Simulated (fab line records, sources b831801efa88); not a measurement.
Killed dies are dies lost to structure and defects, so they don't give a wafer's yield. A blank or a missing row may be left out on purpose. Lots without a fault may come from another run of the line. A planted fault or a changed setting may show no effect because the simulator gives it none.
Chamber matching | flow sky130 | SKY_VIA3_CMP_24 on cmp-01: 4 sister chambers
The step polishes, stops on SiO2, t overpolish 20 s, target thk 0 nm. 4 wafers are shown with their chamber, then 7 later ones without.

WAFERS WITH THEIR CHAMBER
wafer  | chamber | motor_current_A (A)
L768.5 | 2       | 12.3
L768.6 | 1       | 10.6
L776.1 | 3       | 10.7
L776.4 | 0       | 12.5

WAFERS WITHOUT THEIR CHAMBER
wafer  | motor_current_A (A)
L776.6 | 10.0
L778.3 | 11.5
L778.4 | 9.9
L778.5 | 12.0
L781.1 | 10.6
L781.3 | 11.7
L781.4 | 10.4

WHICH CHAMBER EACH WENT THROUGH
wafer  | from the rows above               | in truth
L776.6 | can't be placed: 1 or 3           | 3
L778.3 | can't be placed: 2 or 3 or 1 or 0 | 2
L778.4 | can't be placed: 1 or 3           | 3
L778.5 | can't be placed: 2 or 0 or 3      | 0
L781.1 | can't be placed: 1 or 3           | 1
L781.3 | can't be placed: 2 or 0 or 3 or 1 | 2
L781.4 | can't be placed: 1 or 3           | 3
Placed correctly: 0 of 7. Can't be placed from these rows: 7 (the true chamber is among the candidates in 7). Placed wrongly: 0.
How it was worked out, from the rows above alone: a wafer's distance from a chamber is the root of the sum, over the readings, of the square of ((its reading less the chamber's mean) divided by the reading's scatter). The wafer belongs to the nearest chamber; if the next one is less than 2 further off, it can't be placed. A chamber's mean is the mean of its shown wafers. The scatter: with one shown wafer a chamber, the root of the mean of the squares of how far each hidden wafer lies from its nearest shown one.
